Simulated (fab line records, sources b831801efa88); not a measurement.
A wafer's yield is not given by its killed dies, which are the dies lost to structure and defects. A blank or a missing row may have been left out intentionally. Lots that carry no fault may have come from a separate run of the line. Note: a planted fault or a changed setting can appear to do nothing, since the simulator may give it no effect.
Split-lot experiment / flow sfqLine / route with 325 steps; 5 lots, 23 wafers read

## ON THE SPLIT
At SFQ_TRILAYER_I6_VIA_LITHO_COAT_169 (resist thk 650 nm), the setting resistThkNm was moved away from the recipe's 650 nm on 7 of the 23 wafers read, by -4.2% to +4.5%. For the rest of the wafers, this setting stayed at what the recipe calls for.

## FROM THE SPLIT TO THE READING: what the file shows between them, 1 step
- SFQ_TRILAYER_I6_VIA_BARC_OPEN_VIA_ETCH_235: etches BARC in O2, target depth 125 nm, time 41.7 s (also split here: sourceW)

## THE READING
KrF_of_TRILAYER_I6_VIA_LITHO_COAT_169.thkNm (the simulator's own value, which no gauge read), in nm, at SFQ_TRILAYER_I6_VIA_ETCH_VIA_ETCH_172 (etches SiO2 in CHF3, stops on Nb, target depth 260 nm). There is no usual value for it anywhere in the file. Average 528.8 nm, standard deviation 2.2 nm, over the 16 wafers here run with the recipe.

wafer=L075.1; tool, chamber at the split=lithoTrack-01, 0; resistThkNm as run, nm=650; against the recipe=recipe; KrF_of_TRILAYER_I6_VIA_LITHO_COAT_169.thkNm, nm=528.8; against lot-mates on the recipe=-
wafer=L075.2; tool, chamber at the split=lithoTrack-01, 0; resistThkNm as run, nm=622.4; against the recipe=-4.2%; KrF_of_TRILAYER_I6_VIA_LITHO_COAT_169.thkNm, nm=505.7; against lot-mates on the recipe=-24.8
wafer=L075.3; tool, chamber at the split=lithoTrack-01, 0; resistThkNm as run, nm=650; against the recipe=recipe; KrF_of_TRILAYER_I6_VIA_LITHO_COAT_169.thkNm, nm=531.2; against lot-mates on the recipe=-
wafer=L075.4; tool, chamber at the split=lithoTrack-01, 0; resistThkNm as run, nm=650; against the recipe=recipe; KrF_of_TRILAYER_I6_VIA_LITHO_COAT_169.thkNm, nm=531.6; against lot-mates on the recipe=-
wafer=L075.5; tool, chamber at the split=lithoTrack-01, 0; resistThkNm as run, nm=622.4; against the recipe=-4.2%; KrF_of_TRILAYER_I6_VIA_LITHO_COAT_169.thkNm, nm=501; against lot-mates on the recipe=-29.5
wafer=L076.1; tool, chamber at the split=lithoTrack-04, 0; resistThkNm as run, nm=650; against the recipe=recipe; KrF_of_TRILAYER_I6_VIA_LITHO_COAT_169.thkNm, nm=527; against lot-mates on the recipe=-
wafer=L076.2; tool, chamber at the split=lithoTrack-04, 0; resistThkNm as run, nm=679.3; against the recipe=+4.5%; KrF_of_TRILAYER_I6_VIA_LITHO_COAT_169.thkNm, nm=562.2; against lot-mates on the recipe=+33.8
wafer=L076.3; tool, chamber at the split=lithoTrack-04, 0; resistThkNm as run, nm=679.3; against the recipe=+4.5%; KrF_of_TRILAYER_I6_VIA_LITHO_COAT_169.thkNm, nm=554.2; against lot-mates on the recipe=+25.8
wafer=L076.4; tool, chamber at the split=lithoTrack-04, 0; resistThkNm as run, nm=650; against the recipe=recipe; KrF_of_TRILAYER_I6_VIA_LITHO_COAT_169.thkNm, nm=529.9; against lot-mates on the recipe=-
wafer=L076.5; tool, chamber at the split=lithoTrack-04, 0; resistThkNm as run, nm=679.3; against the recipe=+4.5%; KrF_of_TRILAYER_I6_VIA_LITHO_COAT_169.thkNm, nm=559.4; against lot-mates on the recipe=+30.9
wafer=L079.1; tool, chamber at the split=lithoTrack-02, 0; resistThkNm as run, nm=650; against the recipe=recipe; KrF_of_TRILAYER_I6_VIA_LITHO_COAT_169.thkNm, nm=533.1; against lot-mates on the recipe=-
wafer=L079.3; tool, chamber at the split=lithoTrack-02, 0; resistThkNm as run, nm=650; against the recipe=recipe; KrF_of_TRILAYER_I6_VIA_LITHO_COAT_169.thkNm, nm=528; against lot-mates on the recipe=-
wafer=L079.4; tool, chamber at the split=lithoTrack-02, 0; resistThkNm as run, nm=650; against the recipe=recipe; KrF_of_TRILAYER_I6_VIA_LITHO_COAT_169.thkNm, nm=531.3; against lot-mates on the recipe=-
wafer=L079.5; tool, chamber at the split=lithoTrack-02, 0; resistThkNm as run, nm=650; against the recipe=recipe; KrF_of_TRILAYER_I6_VIA_LITHO_COAT_169.thkNm, nm=526; against lot-mates on the recipe=-
wafer=L079.6; tool, chamber at the split=lithoTrack-02, 0; resistThkNm as run, nm=650; against the recipe=recipe; KrF_of_TRILAYER_I6_VIA_LITHO_COAT_169.thkNm, nm=529.4; against lot-mates on the recipe=-
wafer=L082.1; tool, chamber at the split=lithoTrack-01, 0; resistThkNm as run, nm=650; against the recipe=recipe; KrF_of_TRILAYER_I6_VIA_LITHO_COAT_169.thkNm, nm=527.8; against lot-mates on the recipe=-
wafer=L082.2; tool, chamber at the split=lithoTrack-01, 0; resistThkNm as run, nm=650; against the recipe=recipe; KrF_of_TRILAYER_I6_VIA_LITHO_COAT_169.thkNm, nm=528.1; against lot-mates on the recipe=-
wafer=L082.4; tool, chamber at the split=lithoTrack-01, 0; resistThkNm as run, nm=650; against the recipe=recipe; KrF_of_TRILAYER_I6_VIA_LITHO_COAT_169.thkNm, nm=528; against lot-mates on the recipe=-
wafer=L085.1; tool, chamber at the split=lithoTrack-04, 0; resistThkNm as run, nm=650; against the recipe=recipe; KrF_of_TRILAYER_I6_VIA_LITHO_COAT_169.thkNm, nm=524.4; against lot-mates on the recipe=-
wafer=L085.2; tool, chamber at the split=lithoTrack-04, 0; resistThkNm as run, nm=673.9; against the recipe=+3.7%; KrF_of_TRILAYER_I6_VIA_LITHO_COAT_169.thkNm, nm=552.6; against lot-mates on the recipe=+25.6
wafer=L085.3; tool, chamber at the split=lithoTrack-04, 0; resistThkNm as run, nm=650; against the recipe=recipe; KrF_of_TRILAYER_I6_VIA_LITHO_COAT_169.thkNm, nm=529.3; against lot-mates on the recipe=-
wafer=L085.4; tool, chamber at the split=lithoTrack-04, 0; resistThkNm as run, nm=673.9; against the recipe=+3.7%; KrF_of_TRILAYER_I6_VIA_LITHO_COAT_169.thkNm, nm=546.7; against lot-mates on the recipe=+19.7
wafer=L085.6; tool, chamber at the split=lithoTrack-04, 0; resistThkNm as run, nm=650; against the recipe=recipe; KrF_of_TRILAYER_I6_VIA_LITHO_COAT_169.thkNm, nm=527.3; against lot-mates on the recipe=-

FIT RESULTS
A straight line over all 23 wafers: KrF_of_TRILAYER_I6_VIA_LITHO_COAT_169.thkNm changes by +6.21 nm for each +1% of resistThkNm; r = +0.98; the points scatter about the line by 2.7 nm.
The same after taking each lot's own level away (the mean of its wafers on the recipe; 23 wafers): +6.49 nm for each +1%; r = +0.99; scatter 2.4 nm.
That fit puts the effect of the largest move of resistThkNm on the reading at 29 nm.
Measured against the standard deviation above, the lots' own levels, which go from 527.00 to 530.53 nm, span 1.6 times it.
So the lot-to-lot level changes the slope little: the two slopes agree.
Check: for one of the wafers moved furthest among these (+4.5%), held out of the fit, the line's prediction against its lot-mates is +28.3 nm. Against them it came out at +33.8 nm.

## THE OTHER SPLITS THESE WAFERS WENT THROUGH
These wafers also went through other splits before the reading. Each is held against what the fit with the lots' levels taken away leaves over:
other split on the same wafers=SFQ_TRILAYER_I4_VIA_BARC_OPEN_VIA_ETCH_146 timeS; wafers away from the commonest value=9; r with KrF_of_TRILAYER_I6_VIA_LITHO_COAT_169.thkNm (lot level and that fit taken away)=+0.17
other split on the same wafers=SFQ_TRILAYER_JJ_TRILAYER_DEP_SPUTTER_110 chamberPressurePa; wafers away from the commonest value=18; r with KrF_of_TRILAYER_I6_VIA_LITHO_COAT_169.thkNm (lot level and that fit taken away)=+0.11
other split on the same wafers=SFQ_TRILAYER_JJ_CE_LITHO_COAT_114 resistThkNm; wafers away from the commonest value=6; r with KrF_of_TRILAYER_I6_VIA_LITHO_COAT_169.thkNm (lot level and that fit taken away)=+0.21
other split on the same wafers=SFQ_TRILAYER_M5_LITHO_EXPOSE_124 doseMj; wafers away from the commonest value=11; r with KrF_of_TRILAYER_I6_VIA_LITHO_COAT_169.thkNm (lot level and that fit taken away)=+0.20
other split on the same wafers=SFQ_TRILAYER_M5_BARC_OPEN_METAL_ETCH_161 pressureMtorr; wafers away from the commonest value=15; r with KrF_of_TRILAYER_I6_VIA_LITHO_COAT_169.thkNm (lot level and that fit taken away)=-0.04
other split on the same wafers=SFQ_TRILAYER_R5_LITHO_COAT_136 spinRpm; wafers away from the commonest value=4; r with KrF_of_TRILAYER_I6_VIA_LITHO_COAT_169.thkNm (lot level and that fit taken away)=+0.01
other split on the same wafers=SFQ_TRILAYER_I5_LITHO_PEB_147 pebTimeS; wafers away from the commonest value=8; r with KrF_of_TRILAYER_I6_VIA_LITHO_COAT_169.thkNm (lot level and that fit taken away)=-0.33
other split on the same wafers=SFQ_TRILAYER_C5_LITHO_COAT_156 resistThkNm; wafers away from the commonest value=6; r with KrF_of_TRILAYER_I6_VIA_LITHO_COAT_169.thkNm (lot level and that fit taken away)=+0.19
other split on the same wafers=SFQ_TRILAYER_C5_BARC_OPEN_VIA_ETCH_210 biasW; wafers away from the commonest value=6; r with KrF_of_TRILAYER_I6_VIA_LITHO_COAT_169.thkNm (lot level and that fit taken away)=-0.27
other split on the same wafers=SFQ_TRILAYER_M6_LITHO_COAT_164 resistThkNm; wafers away from the commonest value=5; r with KrF_of_TRILAYER_I6_VIA_LITHO_COAT_169.thkNm (lot level and that fit taken away)=-0.03
other split on the same wafers=SFQ_TRILAYER_I6_VIA_BARC_OPEN_VIA_ETCH_235 sourceW; wafers away from the commonest value=9; r with KrF_of_TRILAYER_I6_VIA_LITHO_COAT_169.thkNm (lot level and that fit taken away)=-0.68

## THE WHOLE CHAIN: every reading that the file lists as answering this split, in the file's order
step=SFQ_TRILAYER_I6_VIA_LITHO_COAT_169; what it does=resist thk 650 nm; reading=KrF_of_TRILAYER_I6_VIA_LITHO_COAT_169.thkNm (the simulator's own value, which no gauge read); change (the file's fit)=+6.42 nm for each +1% of the setting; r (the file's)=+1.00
step=SFQ_TRILAYER_I6_VIA_ETCH_VIA_ETCH_172; what it does=etches SiO2 in CHF3, stops on Nb, target depth 260 nm; reading=KrF_of_TRILAYER_I6_VIA_LITHO_COAT_169.thkNm (the simulator's own value, which no gauge read); change (the file's fit)=+6.45 nm for each +1% of the setting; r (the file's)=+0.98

## FILE'S OWN FIT
KrF_of_TRILAYER_I6_VIA_LITHO_COAT_169.thkNm changes by +6.45 nm for each +1% of resistThkNm, r = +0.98.
